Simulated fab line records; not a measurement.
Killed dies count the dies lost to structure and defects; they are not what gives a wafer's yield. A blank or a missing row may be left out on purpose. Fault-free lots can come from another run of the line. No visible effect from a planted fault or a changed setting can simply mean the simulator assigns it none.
The tool behind it: which one?	flow gf180mcu	33 wafers from 11 lots sampled at 6 of the route's 602 steps

WHAT THE GAUGES READ, wafer by wafer
GF_HV_LDD_TW_MEAS_38.
lot	measured	on	HV_LDD_3_TW
L801	day 11 07:09	film_metro-01	1407 1407 1409
L803	day 11 21:44	film_metro-04	1431 1442 1431
L805	day 12 22:01	film_metro-01	1407 1412 1405
L804	day 12 22:56	film_metro-03	1448 1443 1443
L811	day 15 07:58	film_metro-01	1314 1314 1313 1306 1310 1312
L813	day 15 17:42	film_metro-03	1337 1331 1333 1335 1332 1326
L814	day 15 19:53	film_metro-01	1311 1305 1303 1305 1302 1309
L817	day 17 00:22	film_metro-04	1444 1443 1449
L821	day 18 05:52	film_metro-04	1433 1436 1435
L823	day 18 18:07	film_metro-01	1432 1433 1433
L824	day 19 01:49	film_metro-01	1424 1415 1422

GF_HV_LDD_RS_MEAS_53: measures by four-point-probe.
lot	measured	on	HV_LDD_RS (ohm/sq)
L801	day 12 02:06	film_metro-01	420.2 419.2 420.7
L803	day 12 18:02	film_metro-01	419.6 419.5 419.2
L805	day 13 18:21	film_metro-03	417.4 417.1 417.6
L804	day 13 19:33	film_metro-04	419.2 418.7 418.0
L811	day 16 06:01	film_metro-03	436.6 438.2 436.2 437.1 436.6 435.6
L813	day 16 16:11	film_metro-01	437.9 437.7 439.3 437.7 436.7 438.4
L814	day 16 19:06	film_metro-04	435.1 437.4 436.8 437.1 436.8 436.2
L817	day 18 00:16	film_metro-04	418.9 418.6 419.4
L821	day 19 06:03	film_metro-03	417.4 417.4 418.7
L823	day 19 18:40	film_metro-04	417.9 417.5 418.4
L824	day 20 02:41	film_metro-04	418.7 418.1 418.6

GF_V3_BOW_MEAS_05.
lot	measured	on	V3_BOW (um)
L801	day 21 02:59	film_metro-02	105 114 110
L803	day 21 17:54	film_metro-03	118 117 117
L805	day 22 22:07	film_metro-04	131 122 124
L804	day 23 04:53	film_metro-02	130 128 128
L811	day 25 12:30	film_metro-02	108 113 116
L813	day 25 22:44	film_metro-03	121 113 128
L814	day 26 03:11	film_metro-03	117 110 113
L817	day 27 04:20	film_metro-04	108 107 112
L821	day 28 03:56	film_metro-04	111 115 112
L823	day 28 13:06	film_metro-03	127 109 117
L824	day 28 20:40	film_metro-03	129 118 129

WHICH TOOL RAN EACH LOT (tool, then ch and the chambers of the sampled wafers, then the start)
lot	GF_DUAL_GATE_STRIP_13	GF_POLY_GATE_ETCH_13	GF_HV_LDD_IMPLANT_33
L801	plasma_asher-02 ch 0,1, day 8 03:36	rie_si-02 ch 0,3, day 8 23:43	implanter-02 ch 0, day 11 06:29
L803	plasma_asher-01 ch 0,1, day 8 16:40	rie_si-02 ch 0,1,2, day 9 12:55	implanter-04 ch 0, day 11 21:04
L805	plasma_asher-04 ch 0,1, day 9 13:16	rie_si-02 ch 0,1,3, day 10 11:22	implanter-01 ch 0, day 12 21:19
L804	plasma_asher-02 ch 0,1, day 9 14:16	rie_si-01 ch 0,1,2, day 10 11:23	implanter-02 ch 0, day 12 22:17
L811	plasma_asher-01 ch 0,1, day 11 15:16	rie_si-01 ch 0,3, day 12 15:13	implanter-02 ch 0, day 15 06:50
L813	plasma_asher-02 ch 0,1, day 11 23:56	rie_si-02 ch 2,3, day 12 23:25	implanter-02 ch 0, day 15 17:00
L814	plasma_asher-01 ch 0,1, day 12 02:27	rie_si-02 ch 0,1, day 13 01:47	implanter-02 ch 0, day 15 19:14
L817	plasma_asher-01 ch 0,1, day 13 04:23	rie_si-02 ch 0,2,3, day 14 03:52	implanter-01 ch 0, day 16 23:41
L821	plasma_asher-01 ch 0,1, day 14 00:53	rie_si-01 ch 2,3, day 15 01:31	implanter-04 ch 0, day 18 05:11
L823	plasma_asher-02 ch 0,1, day 14 16:53	rie_si-02 ch 0,1,3, day 15 17:58	implanter-02 ch 0, day 18 17:26
L824	plasma_asher-02 ch 0,1, day 15 01:05	rie_si-01 ch 1,3, day 16 02:31	implanter-04 ch 0, day 19 01:07
- GF_DUAL_GATE_STRIP_13: strips in O2/N2.
- GF_POLY_GATE_ETCH_13: etches poly-Si in HBr/Cl2, stops on SiO2, target depth 198.5 nm, time 69.6 s.
- GF_HV_LDD_IMPLANT_33

WHAT THE TOOLS THEMSELVES READ (means of the sampled wafers that have a number; where no wafer has one, the mark that the record gives instead)
GF_DUAL_GATE_STRIP_13.
lot	tool	drypump_motor_current_A (A)	heater_power_w (W)	oes_product_au (a.u.)	platen_temp_c (C)	strip_time_to_endpoint_s (s)
L801	plasma_asher-02	5.9	357	0.719	250.15	12.62
L803	plasma_asher-01	5.9	343	0.716	250.13	12.68
L805	plasma_asher-04	5.2	305	0.716	249.91	12.65
L804	plasma_asher-02	6.3	372	0.712	249.90	12.66
L811	plasma_asher-01	5.9	343	0.715	249.86	12.65
L813	plasma_asher-02	5.9	358	0.714	249.95	12.69
L814	plasma_asher-01	5.9	345	0.715	250.01	12.66
L817	plasma_asher-01	5.8	321	0.712	250.10	12.65
L821	plasma_asher-01	5.8	323	0.715	249.93	12.65
L823	plasma_asher-02	5.9	361	0.719	250.08	12.67
L824	plasma_asher-02	5.9	362	0.715	249.92	12.62

GF_POLY_GATE_ETCH_13.
lot	tool	bias_w (W)	drypump_motor_current_A (A)	he_backside_leak_sccm (sccm)	oes_product_au (a.u.)	throttle_valve_pct (%)
L801	rie_si-02	99.81	5.9	2.74	0.988	33.693
L803	rie_si-02	99.86	5.8	2.54	0.991	33.685
L805	rie_si-02	100.26	5.9	2.48	0.983	33.682
L804	rie_si-01	100.00	6.1	2.65	0.976	33.677
L811	rie_si-01	99.88	6.0	2.58	0.986	33.689
L813	rie_si-02	100.09	5.5	2.99	0.988	33.688
L814	rie_si-02	99.92	6.2	2.75	0.994	33.668
L817	rie_si-02	100.06	5.7	2.47	0.990	33.680
L821	rie_si-01	100.03	6.1	2.77	0.987	33.683
L823	rie_si-02	100.16	5.9	2.78	0.983	33.693
L824	rie_si-01	99.88	5.9	2.81	0.986	33.686

GF_HV_LDD_IMPLANT_33.
lot	tool	dose_ions_cm2	faraday_current_uA	rotation_deg (degrees)
L801	implanter-02	7.5e+12	42.1	-0.011
L803	implanter-04	7.5e+12	42.1	0.021
L805	implanter-01	7.5e+12	43.0	-0.004
L804	implanter-02	7.5e+12	41.5	0.017
L811	implanter-02	7.3e+11	4.3	-0.020
L813	implanter-02	7.5e+11	4.2	0.001
L814	implanter-02	7.5e+11	4.2	0.020
L817	implanter-01	7.5e+12	42.7	-0.015
L821	implanter-04	7.5e+12	42.0	0.007
L823	implanter-02	7.5e+12	42.6	-0.004
L824	implanter-04	7.5e+12	43.0	0.017

THE ANSWER, worked out from the rows above alone
Rule: usual is defined by the lots themselves. The widest of any qualifying gaps counts: lots, ordered by their means at a reading, are off when they make up no more than a third of the lots, leave a main group of 4 or more, and stand apart from it by 3 or more times the standard deviation of that group's means. The tables above print the reading to a certain number of digits; a main group whose means all agree to those digits is not used. A lot without any number at a reading at which 4 lots or more have one is off too. Where the step has rows for the other lots, those lots are counted as sound. The gauges are gone through in route order, then the tools' own readings, and for those a lot's mean is taken as printed above. At the first step where some lot is off, the reading lying furthest off is the one used; lots without a number count as furthest.
Off: L811, L813, L814, at GF_HV_LDD_TW_MEAS_38 (HV_LDD_3_TW). The main group: mean 1428, standard deviation 14.
If a tool, at a process step before that reading, ran all the lots that are off and no sound lot after the first of them, it fits. The gauges at GF_HV_LDD_TW_MEAS_38 aren't tried: what is off there is off at GF_HV_LDD_IMPLANT_33 too, on other tools, and a gauge's error can't cause that. No candidate that was tried fits.

WHAT THE SIMULATOR PUT IN
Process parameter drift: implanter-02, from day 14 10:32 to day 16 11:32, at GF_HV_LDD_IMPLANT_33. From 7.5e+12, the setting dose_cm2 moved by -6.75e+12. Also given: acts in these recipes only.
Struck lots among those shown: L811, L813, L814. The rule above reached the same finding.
